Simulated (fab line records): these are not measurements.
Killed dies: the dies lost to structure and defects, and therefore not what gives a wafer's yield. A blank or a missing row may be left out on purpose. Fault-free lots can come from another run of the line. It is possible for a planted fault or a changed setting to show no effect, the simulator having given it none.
fab line records	flow sky130
record: lots: 6	wafers: 18	last_day: 50
route steps=708 shown DNWELL@44 PWDE@45 NWELL@56 PAD_OPEN@708
lots with no fault: from the same line, run without faults
start_h: hours from the record's opening day to when the first of the lot's shown wafers began	wait_h: how many hours have passed since the lot's step before this one	" unchanged from the row above	L1.1+2: several wafers, shown together as one row	- value missing, or start not given	* or withheld: withheld	< > ~ a bound
route shown NAME@n: NAME is a module with steps in the file, n the number in the route of the first one	usual: mean/standard deviation taken from wafers without a fault	same: alike in all rows	chamber/n: place in a boat	sites: each site's reading	_std_site: standard deviation across them	_edge_site: mean of outer sites minus mean of inner sites	radius_mm: for every site, how far away it sits from the centre of the wafer	mask NAME#n: copy n	behind: the last tool/chamber to shape the wafer	hold: why the lot was held/for how many hours/how that ended	device: whichever transistor did not switch (one of n, p or np)	end of line: the same wafers' tests at the end of the route	a step given without rows: its recipe and nothing more	killed: the dies lost at the first sort to structure and to defects; this is not the yield of the wafer	map: per-die view of a wafer (x killed, . not killed, _ where there is no die)
set.NAME: the setting as run; set.NAME@STEP: as run at that earlier step	model.NAME: the simulator's own value behind a step, which no gauge read
lots at selected steps of the route; one table per step, one row per wafer
services: the hour from which a tool's chamber was out of use, counted from the record's first day as start_h (under 0 if before that day), plus the number of hours and why
== steps ==
step: SKY_DNWELL_TW_MEAS_09
usual: DNWELL_TW: 1111/13
lot.wafer	tool	chamber	start_h	wait_h	DNWELL_TW
L494.2	film_metro-01	-	59.08	0.1	1135
L494.3	"	-	"	"	1129
L494.4	"	-	"	"	1133
L497.1	film_metro-04	-	80.49	0.1	1093
L497.3	"	-	"	"	1091
L497.4	"	-	"	"	1094
L508.1	film_metro-04	-	136.34	0.1	1084
L508.4	"	-	"	"	1079
L508.5	"	-	"	"	1081
L512.2	film_metro-03	-	155.78	0.1	1114
L512.3	"	-	"	"	1121
L512.4	"	-	"	"	1115
L513.1	film_metro-01	-	159.39	0.1	1107
L513.2	"	-	"	"	1113
L513.4	"	-	"	"	1111
L514.1	film_metro-01	-	166.51	0.1	1114
L514.3	"	-	"	"	1116
L514.6	"	-	"	"	1118
step: SKY_PWDE_DEHYDRATE_00
recipe: temp_c: 200	time_s: 60
step: SKY_PWDE_HMDS_01
recipe: prime_time_s: 60	prime_temp_c: 120
step: SKY_PWDE_COAT_02
recipe: spin_rpm: 2000	resist_thk_nm: 3000
step: SKY_PWDE_SOFTBAKE_03
recipe: temp_c: 110	time_s: withheld
step: SKY_PWDE_EXPOSE_04
recipe: mask_id: PWDEM	na: 0.6	source_shape: conventional	sigma_outer: 0.6	polarization: unpolarized	target_cd_nm: 840	dose_mj: 214
step: SKY_PWDE_PEB_05
recipe: temp_c: 115	time_s: withheld
step: SKY_PWDE_DEVELOP_06
recipe: wall_angle_deg: 90	developer: TMAH	develop_time_s: 60	dev_temp_c: 23
step: SKY_PWDE_OVL_MEAS_07
usual: PWDE_OVL: 1.8/1.3
lot.wafer	tool	chamber	start_h	wait_h	PWDE_OVL[nm]
L494.2	overlay-01	-	75.42	-	1.4
L494.3	"	-	"	"	2.3
L494.4	"	-	"	"	-0.5
L497.1	overlay-01	-	99.19	-	3.5
L497.3	"	-	"	"	4.8
L497.4	"	-	"	"	4.0
L508.1	overlay-02	-	156.71	-	0.1
L508.4	"	-	"	"	-0.9
L508.5	"	-	"	"	0.5
L512.2	overlay-02	-	175.42	-	2.1
L512.3	"	-	"	"	3.7
L512.4	"	-	"	"	2.6
L513.1	overlay-01	-	180.41	-	-0.4
L513.2	"	-	"	"	0.8
L513.4	"	-	"	"	3.4
L514.1	overlay-01	-	187.41	-	1.7
L514.3	"	-	"	"	0.7
L514.6	"	-	"	"	-0.9
step: SKY_PWDE_IMPLANT_08
recipe: species: B	energy_kev: 150	dose_cm2: 3.6e+12	tilt_deg: withheld
step: SKY_PWDE_STRIP_09
recipe: chemistry: O2/N2	power_w: 1400	pressure_mtorr: 1500	platen_temp_c: withheld	o2_flow_sccm: 3000	n2_flow_sccm: 300	overash_fraction: 0.5
usual: drypump_motor_current_A: 5.66/0.28	n2_flow_sccm: 300.2/0.89	oes_product_au: 0.723/0.0048	strip_time_to_endpoint_s: 36.90/0.11
lot.wafer	tool	chamber	start_h	wait_h	drypump_motor_current_A	n2_flow_sccm	oes_product_au	rf_hours_counter_h	strip_time_to_endpoint_s
L494.2	plasma_asher-01	0	75.60	0.1	5.86	299.3	0.717	38	36.84
L494.3	"	0	"	"	5.87	298.6	0.716	-	36.83
L494.4	"	1	"	"	5.16	300.4	0.713	-	36.71
L497.1	plasma_asher-03	1	99.38	0.1	5.71	299.2	0.725	30	37.07
L497.3	"	0	"	"	5.71	301.0	0.727	-	36.94
L497.4	"	1	"	"	5.69	298.7	0.719	-	36.90
L508.1	plasma_asher-01	1	156.90	0.1	5.23	300.6	0.723	4	37.13
L508.4	"	0	"	"	5.89	300.5	0.727	-	37.19
L508.5	"	1	"	"	5.17	300.2	0.733	-	37.17
L512.2	plasma_asher-04	0	175.60	0.1	6.04	299.8	0.725	43	36.92
L512.3	"	1	"	"	5.42	300.4	0.716	-	37.02
L512.4	"	0	"	"	6.04	300.4	0.725	-	36.95
L513.1	plasma_asher-04	1	180.60	0.1	5.45	301.3	0.717	43	36.88
L513.2	"	0	"	"	6.07	301.5	0.727	43	36.99
L513.4	"	1	"	"	5.40	299.6	0.715	-	36.88
L514.1	plasma_asher-04	1	187.60	0.1	5.40	300.7	0.720	44	36.92
L514.3	"	0	"	"	6.05	301.0	0.730	-	36.91
L514.6	"	0	"	"	6.05	299.4	0.718	-	36.96
step: SKY_PWDE_TW_MEAS_10
usual: PWDE_TW: 372/4
lot.wafer	tool	chamber	start_h	wait_h	PWDE_TW
L494.2	film_metro-03	-	75.71	0.1	374
L494.3	"	-	"	"	372
L494.4	"	-	"	"	373
L497.1	film_metro-04	-	99.48	0.1	368
L497.3	"	-	"	"	366
L497.4	"	-	"	"	368
L508.1	film_metro-03	-	157.00	0.1	377
L508.4	"	-	"	"	377
L508.5	"	-	"	"	376
L512.2	film_metro-03	-	175.71	0.1	375
L512.3	"	-	"	"	377
L512.4	"	-	"	"	376
L513.1	film_metro-01	-	180.70	0.1	375
L513.2	"	-	"	"	374
L513.4	"	-	"	"	375
L514.1	film_metro-04	-	187.70	0.1	369
L514.3	"	-	"	"	368
L514.6	"	-	"	"	366
step: SKY_NWELL_DEHYDRATE_03
recipe: temp_c: 200	time_s: 60
usual: heater_power_total_W: 160.38/0.13	plate_temp_C: 199.98/0.15	run_length_s: 89.11/0.16
lot.wafer	tool	chamber	start_h	wait_h	heater_power_total_W	plate_temp_C	run_length_s
L494.2	litho_track-03	0	83.47	7.8	160.32	200.28	89.14
L494.3	"	0	"	"	160.57	200.00	89.31
L494.4	"	0	"	"	160.16	200.18	89.42
L497.1	litho_track-01	0	107.92	8.4	160.30	199.84	89.41
L497.3	"	0	"	"	160.31	199.97	89.19
L497.4	"	0	"	"	160.30	200.02	89.32
L508.1	litho_track-02	0	166.31	9.3	160.36	199.66	88.89
L508.4	"	0	"	"	160.21	199.67	89.07
L508.5	"	0	"	"	160.38	199.92	89.04
L512.2	litho_track-03	0	185.47	9.8	160.16	199.84	89.32
L512.3	"	0	"	"	160.62	199.93	89.19
L512.4	"	0	"	"	160.43	199.72	89.29
L513.1	litho_track-01	0	191.12	10.4	160.31	200.05	95.24
L513.2	"	0	"	"	160.33	199.93	95.38
L513.4	"	0	"	"	160.56	199.94	95.30
L514.1	litho_track-01	0	198.02	10.3	160.42	200.33	95.29
L514.3	"	0	"	"	160.13	200.13	95.25
L514.6	"	0	"	"	160.09	199.99	95.48
step: SKY_NWELL_HMDS_04
recipe: prime_time_s: 60	prime_temp_c: 120
step: SKY_PAD_OPEN_PROBE_99
usual: killed_at_M0_to_M3: 44/6.5	killed_at_M4_up: 2.9/1.7	killed_at_contacts: 24/5.7	killed_at_front_end: 16/4.4	killed_at_other: 0.2/0.48	killed_dies: 87/9.6	killed_open: 48/6.7	killed_short: 38/6.2
same: gross_dies: 492	killed_at_back_side: 0
lot.wafer	tool	chamber	start_h	wait_h	killed_at_M0_to_M3	killed_at_M4_up	killed_at_contacts	killed_at_front_end	killed_at_other	killed_dies	killed_open	killed_short
L494.2	prober-01	-	1085.84	0.1	42	1	19	18	0	80	40	39
L494.3	prober-01	-	1085.89	0.2	49	1	32	17	0	99	59	39
L494.4	prober-01	-	1085.94	0.2	49	0	14	16	0	79	48	30
L497.1	prober-01	-	1107.98	0.1	50	5	29	15	0	99	60	38
L497.3	prober-01	-	1108.08	0.2	36	4	25	16	1	82	39	42
L497.4	prober-01	-	1108.13	0.2	45	1	23	13	1	83	45	36
L508.1	prober-01	-	1176.17	0.1	43	2	21	20	0	86	44	42
L508.4	prober-01	-	1176.32	0.2	47	2	15	16	0	80	43	37
L508.5	prober-01	-	1176.37	0.2	48	0	19	18	0	85	46	39
L512.2	prober-01	-	1182.34	0.1	46	4	20	22	0	92	47	45
L512.3	prober-01	-	1182.39	0.2	48	7	20	16	0	91	50	41
L512.4	prober-01	-	1182.44	0.2	34	4	19	16	0	73	40	33
L513.1	prober-01	-	1185.48	0.1	46	1	21	14	0	82	47	35
L513.2	prober-01	-	1185.53	0.1	43	3	23	17	1	87	46	41
L513.4	prober-01	-	1185.63	0.2	45	6	27	10	1	89	48	41
L514.1	prober-02	-	1198.14	0.1	47	0	21	16	0	84	49	35
L514.3	prober-02	-	1198.24	0.2	44	5	24	15	0	88	45	41
L514.6	prober-02	-	1198.39	0.2	44	3	22	16	0	85	47	38
killed by level:class
L494.2 VIA1:geometric_particle:open=13 FIELD_ISO:geometric_particle:short=7 VIA2:geometric_particle:open=6 POLY_GATE:geometric_particle:open=5 CONTACT:geometric_particle:open=5 CONTACT:geometric_particle:short=5 METAL2:geometric_particle:short=5 VIA3:geometric_particle:open=4
L494.3 CONTACT:geometric_particle:open=15 VIA3:geometric_particle:open=13 VIA1:geometric_particle:open=10 METAL1:geometric_particle:short=6 METAL2:geometric_particle:short=6 POLY_GATE:geometric_particle:open=5 LOCAL_INTERCONNECT:geometric_particle:short=5 LI_CONTACT:geometric_particle:open=5
L494.4 VIA2:geometric_particle:open=11 VIA3:geometric_particle:open=10 VIA1:geometric_particle:open=9 FIELD_ISO:geometric_particle:short=6 METAL2:geometric_particle:short=5 CONTACT:geometric_particle:open=5 LI_CONTACT:geometric_particle:open=4 FIELD_ISO:geometric_particle:open=3
L497.1 VIA1:geometric_particle:open=14 CONTACT:geometric_particle:open=13 LI_CONTACT:geometric_particle:open=8 VIA2:geometric_particle:open=8 METAL1:geometric_particle:short=7 VIA1:geometric_particle:short=5 METAL1:geometric_particle:open=5 POLY_GATE:geometric_particle:open=4
L497.3 CONTACT:geometric_particle:open=9 VIA1:geometric_particle:open=8 CONTACT:geometric_particle:short=7 VIA1:geometric_particle:short=7 LOCAL_INTERCONNECT:geometric_particle:short=6 FIELD_ISO:geometric_particle:short=4 VIA3:geometric_particle:short=4 VIA3:geometric_particle:open=4
L497.4 METAL1:geometric_particle:short=9 VIA1:geometric_particle:open=9 CONTACT:geometric_particle:open=7 VIA2:geometric_particle:open=6 LI_CONTACT:geometric_particle:open=5 VIA3:geometric_particle:open=5 LOCAL_INTERCONNECT:geometric_particle:short=4 CONTACT:geometric_particle:short=4
L508.1 CONTACT:geometric_particle:open=10 FIELD_ISO:geometric_particle:open=8 METAL1:geometric_particle:short=8 VIA1:geometric_particle:open=8 CONTACT:geometric_particle:short=5 LI_CONTACT:geometric_particle:open=5 METAL2:geometric_particle:short=5 METAL3:geometric_particle:short=5
L508.4 VIA2:geometric_particle:open=9 VIA1:geometric_particle:open=7 CONTACT:geometric_particle:open=6 VIA3:geometric_particle:open=6 POLY_GATE:geometric_particle:short=5 METAL2:geometric_particle:short=5 METAL1:geometric_particle:short=5 VIA1:geometric_particle:short=5
L508.5 VIA1:geometric_particle:open=14 VIA3:geometric_particle:open=8 CONTACT:geometric_particle:open=6 VIA2:geometric_particle:short=6 POLY_GATE:geometric_particle:short=5 LI_CONTACT:geometric_particle:open=5 CONTACT:geometric_particle:short=5 VIA1:geometric_particle:short=5
L512.2 METAL2:geometric_particle:short=7 METAL1:geometric_particle:short=7 VIA1:geometric_particle:open=7 CONTACT:geometric_particle:open=6 VIA3:geometric_particle:open=6 VIA2:geometric_particle:open=5 POLY_GATE:geometric_particle:short=5 LOCAL_INTERCONNECT:geometric_particle:short=5
L512.3 VIA1:geometric_particle:open=16 LI_CONTACT:geometric_particle:open=6 VIA2:geometric_particle:open=6 METAL4:geometric_particle:short=6 METAL2:geometric_particle:short=5 CONTACT:geometric_particle:open=5 METAL3:geometric_particle:short=5 POLY_GATE:geometric_particle:open=4
L512.4 LI_CONTACT:geometric_particle:open=8 VIA2:geometric_particle:open=7 METAL2:geometric_particle:short=6 VIA3:geometric_particle:open=6 POLY_GATE:geometric_particle:short=5 CONTACT:geometric_particle:open=5 VIA1:geometric_particle:open=5 FIELD_ISO:geometric_particle:open=3
L513.1 VIA2:geometric_particle:open=9 VIA3:geometric_particle:open=8 CONTACT:geometric_particle:open=7 LI_CONTACT:geometric_particle:open=6 VIA1:geometric_particle:open=5 METAL2:geometric_particle:short=5 POLY_GATE:geometric_particle:open=4 VIA1:geometric_particle:short=4
L513.2 VIA1:geometric_particle:open=14 LI_CONTACT:geometric_particle:open=9 POLY_GATE:geometric_particle:short=6 CONTACT:geometric_particle:short=6 VIA2:geometric_particle:open=6 VIA1:geometric_particle:short=5 METAL1:geometric_particle:short=5 VIA2:geometric_particle:short=5
L513.4 CONTACT:geometric_particle:open=12 VIA3:geometric_particle:open=8 VIA1:geometric_particle:open=7 LI_CONTACT:geometric_particle:open=6 VIA2:geometric_particle:short=5 VIA2:geometric_particle:open=5 METAL4:geometric_particle:short=5 POLY_GATE:geometric_particle:open=4
L514.1 VIA1:geometric_particle:open=12 CONTACT:geometric_particle:open=9 LI_CONTACT:geometric_particle:open=6 METAL1:geometric_particle:short=6 VIA3:geometric_particle:open=6 FIELD_ISO:geometric_particle:short=5 VIA2:geometric_particle:open=5 METAL2:geometric_particle:short=5
L514.3 VIA1:geometric_particle:open=9 CONTACT:geometric_particle:open=8 METAL2:geometric_particle:short=8 LI_CONTACT:geometric_particle:open=6 VIA1:geometric_particle:short=6 POLY_GATE:geometric_particle:short=5 VIA3:geometric_particle:open=5 CONTACT:geometric_particle:short=5
L514.6 VIA1:geometric_particle:open=10 VIA3:geometric_particle:open=10 CONTACT:geometric_particle:open=9 POLY_GATE:geometric_particle:short=6 METAL1:geometric_particle:short=6 LOCAL_INTERCONNECT:geometric_particle:short=5 METAL3:geometric_particle:short=5 VIA2:geometric_particle:open=5
== services ==
tool	chamber	start_h	hours	kind
plasma_asher-04	-	78.12	28.1	pm
plasma_asher-01	-	108.75	9.0	pm
plasma_asher-01	0	108.75	9.0	vent_cycle
plasma_asher-01	1	108.75	9.0	vent_cycle
plasma_asher-04	-	113.55	1.7	repair
plasma_asher-01	0	117.75	-	clean
plasma_asher-01	1	117.75	-	clean
plasma_asher-01	-	126.11	1.8	repair
plasma_asher-03	-	133.48	0.8	repair
litho_track-03	-	170.88	-	consumable_replace:filter
plasma_asher-01	-	181.76	14.6	pm
== key ==
first_sign: step: SKY_NWELL_DEHYDRATE_03	reading: run_length_s	direction: up	sigmas: 39	usual: *	struck: *
effect none on later readings
met_at SKY_NWELL_DEHYDRATE_03
struck_wafers L513.1,L513.2,L513.4,L514.1,L514.3,L514.6
tester_left_out L513,L514
onset_between 107.92 191.12
fault: kind: process_parameter_drift	tool: litho_track-01	chamber: -	onset_h: 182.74	steps: SKY_NWELL_DEHYDRATE_03	channel: time_s	offset: *	shape: step	end_h: 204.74	acts_in: *	stated: *
tester_left_out: of these lots the tester's yield and bins aren't shown, on N5 and GAA mostly nor the transistor test; their killed dies are dies lost to structure and defects alone, not to doping, threshold or leakage, so they don't give the yield
